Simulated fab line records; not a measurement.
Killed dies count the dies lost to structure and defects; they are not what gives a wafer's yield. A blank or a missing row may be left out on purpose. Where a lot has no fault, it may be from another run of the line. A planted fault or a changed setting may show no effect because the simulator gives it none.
fab line records    flow sky130
record: lots: 6  wafers: 18  last-day: 50
route steps=708 shown METAL4@600 CAP2M@603
lots that met no fault: from a run of the same line without faults
start-h: start of the lot's first displayed wafer, in hours after the record's first day    wait-h: how many hours have passed since the lot's step before this one    " identical to the entry in the row above    L1.1+2: one row covering several wafers at once    - either no value or no given start    * or withheld: withheld    < > ~ a bound
route shown NAME@n: a module of which the file shows steps, and the number in the route of the first    usual: mean/standard deviation taken from wafers without a fault    same: alike in all rows    chamber/n: place in a boat    sites: per-site readings    _std_site: standard deviation of those values    _edge_site: inner sites' mean taken away from outer sites' mean    radius-mm: for every site, how far away it sits from the centre of the wafer    mask NAME#n: copy n    behind: the last tool/chamber to shape the wafer    hold: why the lot went on hold/how many hours it stayed there/how the hold came to an end    device: transistor that didn't switch, given as n, p or np    end of line: the same wafers' tests at the end of the route    step lacking rows: just its recipe    killed: dies lost to structure and defects at the first sort, not the wafer's yield    map: the dies of a wafer, with x for killed, . for not killed, _ for no die there
set.NAME: setting as actually run; set.NAME@STEP: the setting as run at that earlier step    model.NAME: the simulator's own value behind a step, which no gauge read
lots seen at some steps along the route; tables by step, rows by wafer
services: the hour from which a tool's chamber was out of use, counted from the record's first day as start-h (under 0 if before that day), plus the number of hours and why
== steps ==
step: SKY_METAL4_SPUTTER_02
recipe: material: AlCu  target-thk-nm: 735  power-w: 10600  time-s: 39.1  chamber-pressure-pa: 0.4
usual: throttle-valve-pct: 29.8/1.2
lot.wafer  tool            chamber  start-h  wait-h  throttle-valve-pct
L706.1     pvd-sputter-04  -        959.25   0.0     29.5
L706.2     "               -        "        "       29.1
L706.3     "               -        "        "       28.9
L708.1     pvd-sputter-04  -        981.31   0.0     29.4
L708.2     "               -        "        "       29.1
L708.6     "               -        "        "       31.1
L719.1     pvd-sputter-04  -        1051.09  0.0     29.2
L719.2     "               -        "        "       29.2
L719.5     "               -        "        "       30.9
L720.2     pvd-sputter-01  -        1051.43  0.0     27.9
L720.3     "               -        "        "       29.9
L720.5     "               -        "        "       31.7
L724.1     pvd-sputter-03  -        1083.75  0.0     28.5
L724.3     "               -        "        "       31.0
L724.4     "               -        "        "       31.1
L725.1     pvd-sputter-04  -        1084.35  0.0     31.0
L725.4     "               -        "        "       28.9
L725.6     "               -        "        "       30.9
step: SKY_METAL4_SPUTTER_03
recipe: material: Ti  target-thk-nm: 5  power-w: 3000  time-s: 3.3  chamber-pressure-pa: 0.4
usual: throttle-valve-pct: 29.8/1.2
lot.wafer  tool            chamber  start-h  wait-h  throttle-valve-pct
L706.1     pvd-sputter-04  -        959.29   0.0     29.2
L706.2     "               -        "        "       28.6
L706.3     "               -        "        "       29.1
L708.1     pvd-sputter-04  -        981.35   0.0     29.2
L708.2     "               -        "        "       29.1
L708.6     "               -        "        "       30.9
L719.1     pvd-sputter-04  -        1051.13  0.0     28.6
L719.2     "               -        "        "       29.4
L719.5     "               -        "        "       31.1
L720.2     pvd-sputter-01  -        1051.46  0.0     28.1
L720.3     "               -        "        "       29.7
L720.5     "               -        "        "       31.6
L724.1     pvd-sputter-03  -        1083.79  0.0     28.4
L724.3     "               -        "        "       30.9
L724.4     "               -        "        "       31.2
L725.1     pvd-sputter-04  -        1084.39  0.0     31.1
L725.4     "               -        "        "       28.8
L725.6     "               -        "        "       31.2
step: SKY_METAL4_SPUTTER_04
recipe: material: TiN  target-thk-nm: 70  power-w: 6500  time-s: 58.3  chamber-pressure-pa: 0.4
usual: throttle-valve-pct: 29.8/1.2
lot.wafer  tool            chamber  start-h  wait-h  throttle-valve-pct
L706.1     pvd-sputter-04  -        959.31   0.0     29.0
L706.2     "               -        "        "       28.7
L706.3     "               -        "        "       28.8
L708.1     pvd-sputter-04  -        981.36   0.0     29.4
L708.2     "               -        "        "       29.3
L708.6     "               -        "        "       31.1
L719.1     pvd-sputter-04  -        1051.15  0.0     29.0
L719.2     "               -        "        "       29.5
L719.5     "               -        "        "       31.0
L720.2     pvd-sputter-01  -        1051.48  0.0     27.8
L720.3     "               -        "        "       29.7
L720.5     "               -        "        "       31.7
L724.1     pvd-sputter-03  -        1083.81  0.0     28.6
L724.3     "               -        "        "       31.3
L724.4     "               -        "        "       31.1
L725.1     pvd-sputter-04  -        1084.41  0.0     31.1
L725.4     "               -        "        "       28.8
L725.6     "               -        "        "       31.1
step: SKY_CAP2M_CVD_00
recipe: material: SiO2  target-thk-nm: 15.5  temp-c: 400  time-s: withheld  rf-w: 450
usual: heater-power-w: 713/110  rf-fwd-power-W: 441.2/2.8
lot.wafer  tool      chamber  start-h  wait-h  heater-power-w  rf-fwd-power-W
L706.1     pecvd-02  1        959.35   0.0     615             440.6
L706.2     "         0        "        "       645             442.0
L706.3     "         1        "        "       629             440.3
L708.1     pecvd-02  2        981.41   0.0     784             446.2
L708.2     "         1        "        "       568             441.8
L708.6     "         0        "        "       616             443.6
L719.1     pecvd-02  0        1051.20  0.0     568             444.8
L719.2     "         1        "        "       632             441.3
L719.5     "         1        "        "       627             441.5
L720.2     pecvd-04  2        1051.53  0.0     721             436.9
L720.3     "         0        "        "       820             437.9
L720.5     "         1        "        "       621             444.2
L724.1     pecvd-02  2        1083.86  0.0     892             444.5
L724.3     "         1        "        "       686             441.5
L724.4     "         2        "        "       878             444.4
L725.1     pecvd-04  0        1084.46  0.0     706             437.7
L725.4     "         1        "        "       571             439.0
L725.6     "         2        "        "       652             437.8
step: SKY_CAP2M_THK_MEAS_01
recipe: reads: SiO2_of_CAP2M_CVD_00
usual: CAP2M_CVD_00_THK: 15.50/0.27
lot.wafer  tool           chamber  start-h  wait-h  CAP2M_CVD_00_THK[nm]
L706.1     film-metro-04  -        959.39   -       15.18
L706.2     "              -        "        "       15.07
L706.3     "              -        "        "       14.99
L708.1     film-metro-04  -        981.43   -       15.22
L708.2     "              -        "        "       14.93
L708.6     "              -        "        "       15.22
L719.1     film-metro-04  -        1051.22  -       15.20
L719.2     "              -        "        "       15.08
L719.5     "              -        "        "       15.41
L720.2     film-metro-04  -        1051.56  -       15.39
L720.3     "              -        "        "       15.48
L720.5     "              -        "        "       15.33
L724.1     film-metro-04  -        1083.88  -       15.50
L724.3     "              -        "        "       15.37
L724.4     "              -        "        "       15.40
L725.1     film-metro-04  -        1084.48  -       15.54
L725.4     "              -        "        "       15.47
L725.6     "              -        "        "       15.72
step: SKY_CAP2M_SPUTTER_02
recipe: material: TiN  target-thk-nm: 200  temp-c: 300  power-w: 6500  time-s: 166.7  chamber-pressure-pa: 0.4
usual: throttle-valve-pct: 30.1/1.2
lot.wafer  tool            chamber  start-h  wait-h  throttle-valve-pct
L706.1     pvd-sputter-02  -        959.45   0.1     32.4
L706.2     "               -        "        "       28.9
L706.3     "               -        "        "       29.2
L708.1     pvd-sputter-03  -        981.49   0.1     29.9
L708.2     "               -        "        "       31.0
L708.6     "               -        "        "       30.0
L719.1     pvd-sputter-03  -        1051.28  0.1     29.8
L719.2     "               -        "        "       30.9
L719.5     "               -        "        "       28.5
L720.2     pvd-sputter-02  -        1051.61  0.0     32.1
L720.3     "               -        "        "       29.4
L720.5     "               -        "        "       28.8
L724.1     pvd-sputter-02  -        1083.94  0.1     29.0
L724.3     "               -        "        "       32.2
L724.4     "               -        "        "       30.9
L725.1     pvd-sputter-02  -        1084.54  0.1     29.1
L725.4     "               -        "        "       31.2
L725.6     "               -        "        "       32.3
step: SKY_CAP2M_RS_MEAS_03
recipe: thk-meas-gauge: four-point-probe  reads: TiN_of_CAP2M_SPUTTER_02
usual: CAP2M_TIN_RS: 6.94/0.091
lot.wafer  tool           chamber  start-h  wait-h  CAP2M_TIN_RS[ohm/sq]
L706.1     film-metro-02  -        959.56   0.1     7.01
L706.2     "              -        "        "       7.11
L706.3     "              -        "        "       6.99
L708.1     film-metro-01  -        981.60   0.1     6.95
L708.2     "              -        "        "       6.95
L708.6     "              -        "        "       7.01
L719.1     film-metro-01  -        1051.39  0.1     6.96
L719.2     "              -        "        "       6.88
L719.5     "              -        "        "       6.93
L720.2     film-metro-01  -        1051.74  0.1     6.87
L720.3     "              -        "        "       6.99
L720.5     "              -        "        "       7.03
L724.1     film-metro-02  -        1084.05  0.1     6.94
L724.3     "              -        "        "       6.84
L724.4     "              -        "        "       6.85
L725.1     film-metro-01  -        1084.65  0.1     7.06
L725.4     "              -        "        "       6.93
L725.6     "              -        "        "       6.97
step: SKY_CAP2M_THK_MEAS_04
recipe: thk-meas-gauge: xrf  reads: TiN_of_CAP2M_SPUTTER_02
usual: CAP2M_TIN_THK: 195.0/2.5
lot.wafer  tool           chamber  start-h  wait-h  CAP2M_TIN_THK[nm]
L706.1     film-metro-02  -        959.68   0.1     193.5
L706.2     "              -        "        "       190.3
L706.3     "              -        "        "       193.0
L708.1     film-metro-01  -        981.72   0.1     194.9
L708.2     "              -        "        "       195.6
L708.6     "              -        "        "       195.1
L719.1     film-metro-01  -        1051.51  0.1     194.8
L719.2     "              -        "        "       196.0
L719.5     "              -        "        "       195.3
L720.2     film-metro-01  -        1051.85  0.1     196.4
L720.3     "              -        "        "       194.0
L720.5     "              -        "        "       193.0
L724.1     film-metro-02  -        1084.17  0.1     194.1
L724.3     "              -        "        "       197.1
L724.4     "              -        "        "       197.6
L725.1     film-metro-01  -        1084.77  0.1     192.7
L725.4     "              -        "        "       196.1
L725.6     "              -        "        "       195.0
step: SKY_CAP2M_DEHYDRATE_05
recipe: temp-c: 200  time-s: 60
step: SKY_CAP2M_HMDS_06
recipe: prime-time-s: 60  prime-temp-c: 120
step: SKY_CAP2M_COAT_07
recipe: resist: NOVOLAK  spin-rpm: 3000  resist-thk-nm: 1120
step: SKY_CAP2M_SOFTBAKE_08
recipe: temp-c: 90  time-s: 60  resist: NOVOLAK
step: SKY_CAP2M_EXPOSE_09
recipe: mask-id: CAP2M  na: 0.6  source-shape: conventional  sigma-outer: 0.6  polarization: unpolarized  target-cd-nm: 1000  dose-mj: 159
usual: exposure-dose-mJ-cm2: 159.00/0.15  focus-offset-nm: 0.0/0.51  sigma-outer: 0.6/0
lot.wafer  tool              chamber  start-h  wait-h  mask     exposure-dose-mJ-cm2  focus-offset-nm  sigma-outer
L706.1     iline-stepper-01  0        971.17   -       CAP2M#0  158.89                0.3              0.6
L706.2     "                 0        "        "       CAP2M#0  158.90                -0.1             0.6
L706.3     "                 0        "        "       CAP2M#0  159.07                0.3              0.6
L708.1     iline-stepper-01  0        993.58   -       CAP2M#0  158.93                0.0              0.6
L708.2     "                 0        "        "       CAP2M#0  159.04                -0.2             0.6
L708.6     "                 0        "        "       CAP2M#0  159.02                -0.2             0.6
L719.1     iline-stepper-01  -        1062.52  -       CAP2M#0  -                     -                -
L719.2     "                 -        "        "       CAP2M#0  -                     -                -
L719.5     "                 -        "        "       CAP2M#0  -                     -                -
L720.2     iline-stepper-02  -        1062.83  -       CAP2M#0  -                     -                -
L720.3     "                 -        "        "       CAP2M#0  -                     -                -
L720.5     "                 -        "        "       CAP2M#0  -                     -                -
L724.1     iline-stepper-02  0        1093.73  -       CAP2M#0  158.85                0.0              0.6
L724.3     "                 0        "        "       CAP2M#0  159.04                0.0              0.6
L724.4     "                 0        "        "       CAP2M#0  158.99                -0.5             0.6
L725.1     iline-stepper-02  0        1094.63  -       CAP2M#0  158.84                -1.1             0.6
L725.4     "                 0        "        "       CAP2M#0  158.83                -0.1             0.6
L725.6     "                 0        "        "       CAP2M#0  159.07                0.0              0.6
step: SKY_CAP2M_PEB_10
recipe: temp-c: withheld  time-s: *  resist: NOVOLAK
== services ==
tool              chamber  start-h  hours  kind
pecvd-02          0        935.29   5.9    repair
iline-stepper-02  -        944.19   11.0   repair
pecvd-02          2        956.17   6.5    repair
pvd-sputter-02    -        964.56   1.4    repair
iline-stepper-02  -        970.28   1.8    repair
iline-stepper-02  -        972.07   1.7    pm
pvd-sputter-01    -        978.30   0.6    repair
pecvd-02          2        989.39   46.7   repair
pvd-sputter-01    -        995.90   0.6    repair
pvd-sputter-02    -        999.87   5.3    repair
pecvd-04          2        1007.80  2.1    scheduled-down
pvd-sputter-04    -        1008.71  3.7    repair
iline-stepper-01  -        1028.57  0.7    repair
pvd-sputter-04    -        1033.20  4.8    repair
iline-stepper-02  0        1048.30  -      calibration
pecvd-02          1        1054.20  4.6    scheduled-down
pecvd-02          1        1058.84  5.5    scheduled-down
pecvd-02          -        1068.59  14.6   pm
pecvd-04          -        1074.83  1.4    repair
pvd-sputter-01    -        1082.31  2.5    repair
iline-stepper-01  -        1090.91  1.7    pm
== key ==
first-sign: step: SKY_CAP2M_EXPOSE_09  reading: tool-record  direction: missing
effect none on later readings
met-at SKY_CAP2M_EXPOSE_09
struck-wafers L719.1,L719.2,L719.5,L720.2,L720.3,L720.5
later-rows-left-out L719.1,L719.2,L719.5,L720.2,L720.3,L720.5
sort-left-out L719.1,L719.2,L719.5,L720.2,L720.3,L720.5
onset-between 993.58 1062.52
fault: kind: skipped-step-whole  tool: iline-stepper-01,iline-stepper-02  chamber: -  onset-h: 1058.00  steps: SKY_CAP2M_EXPOSE_09  scope: struck-lots-only
sort-left-out: the simulated sort isn't trusted on such a fault, so these wafers' sort isn't shown, and their yield isn't known
later-rows-left-out: the simulator's readings of these wafers behind a module that went badly wrong aren't trusted and aren't shown, but for the sort
